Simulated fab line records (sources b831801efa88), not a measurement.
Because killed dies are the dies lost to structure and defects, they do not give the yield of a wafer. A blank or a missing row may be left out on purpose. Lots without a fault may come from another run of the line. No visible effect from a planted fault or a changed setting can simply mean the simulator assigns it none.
A lot that was struck, set against a sound lot || flow gf180mcu || 18 steps out of a route of 602
Sound: wafers L522.2, L522.4, L522.6. The struck wafers were L512.2, L512.4, L512.6. The cause comes at the end.
Each step with rows lists, per side, the tool, then ch with its chambers, then its first start. Under that, the readings that differ: sound wafers || struck wafers || difference of the means || sigmas: that difference in standard deviations of wafers without a fault.
alike: same words and numbers on both sides, and readings whose means sit less than 2 such deviations apart. not compared: any withheld reading, any reading some wafer has no value for, any bound like >300 that may hide the same value, and any number with overlapping values for which the record gives no deviation.
The two part at a step that has a row with sigmas, a row that says differs or no value, or rows on one side only. Numbers that don't overlap but have no deviation are shown without sigmas and don't part them. A reading that every wafer of one side lacks parts them only if that side has two wafers or more.

first, 7 steps without rows for these wafers: GF_VT_IMPLANT_DEHYDRATE_33 (time 60 s); GF_VT_IMPLANT_HMDS_34 (prime time 60 s); GF_VT_IMPLANT_COAT_35 (resist thk 1000 nm); GF_VT_IMPLANT_SOFTBAKE_36 (time 60 s); GF_VT_IMPLANT_EXPOSE_37 (exposes mask Nwell HV AREA, target cd 860 nm); GF_VT_IMPLANT_PEB_38; GF_VT_IMPLANT_DEVELOP_39 (develop time 60 s).
GF_VT_IMPLANT_OVL_MEAS_40:
  sound: overlay-02 at day 12 14:31; struck: overlay-01 at day 9 12:50
  alike: VT_IMPLANT_03_OVL
after that, 1 step had no rows for these wafers: GF_VT_IMPLANT_IMPLANT_41.
GF_VT_IMPLANT_STRIP_42: strips in O2/N2.
  sound on plasma-asher-03 ch 0,1, day 12 14:41; struck on plasma-asher-04 ch 0,1, day 9 13:01
  alike: drypump-motor-current-A, heater-power-w, oes-product-au, strip-time-to-endpoint-s
  not compared: rf-hours-counter-h
GF_VT_IMPLANT_TW_MEAS_43:
  sound: film-metro-04 at day 12 14:48; struck: film-metro-04 at day 9 13:07
  alike: VT_IMPLANT_4_TW
then, 1 step without rows for these wafers: GF_VT_IMPLANT_CLEAN_44 (cleans in SC1/SC2, time 150 s).
GF_VT_IMPLANT_RTA_45: time 30 s.
  sound on rtp-anneal-02 ch 0, day 12 14:55; struck on rtp-anneal-02, day 9 13:14
  no value came back on the struck wafers for anneal-temp-c-max, chamber-o2-ppm, lamp-power-pct (%), wafer_temp_C_max; on the sound wafers anneal-temp-c-max reads 1054.1 1054.0 1054.4
GF_VT_IMPLANT_RS_MEAS_46: a four-point-probe measurement.
  sound: film-metro-01 at day 12 15:01; struck: film-metro-04 at day 9 13:20
{"reading": "MVSD_RS (ohm/sq)", "sound": "457.5 458.1 456.7", "struck": "133.2 133.2 133.2", "difference": -324.2, "sigmas": "-99 or more"}
GF_VT_IMPLANT_RS_MEAS_47: a four-point-probe measurement.
  sound: film-metro-01 at day 12 15:08; struck: film-metro-04 at day 9 13:28
{"reading": "NWELL_RS (ohm/sq)", "sound": "489.8 488.7 490.5", "struck": "133.5 133.5 133.2", "difference": -356.3, "sigmas": "-99 or more"}
GF_VT_IMPLANT_RS_MEAS_48: a four-point-probe measurement.
  sound: film-metro-01 at day 12 15:16; struck: film-metro-04 at day 9 13:35
{"reading": "LVPWELL_RS (ohm/sq)", "sound": "1197 1201 1196", "struck": "133 133 133", "difference": -1065, "sigmas": "-99 or more"}
GF_VT_IMPLANT_RS_MEAS_49: a four-point-probe measurement.
  sound: film-metro-01 at day 12 15:23; struck: film-metro-04 at day 9 13:42
{"reading": "MVPSD_RS (ohm/sq)", "sound": "1162 1164 1166", "struck": "133 133 133", "difference": -1031, "sigmas": "-99 or more"}
then, 1 step without rows for these wafers: GF_VT_IMPLANT_WET_ETCH_50 (etches SiO2 in dHF, target depth 20 nm, time 400 s).

## WHERE THEY PART
Earliest at GF_VT_IMPLANT_RTA_45; latest, in this record, at GF_VT_IMPLANT_RS_MEAS_49.

WHY: whatever the simulator had introduced
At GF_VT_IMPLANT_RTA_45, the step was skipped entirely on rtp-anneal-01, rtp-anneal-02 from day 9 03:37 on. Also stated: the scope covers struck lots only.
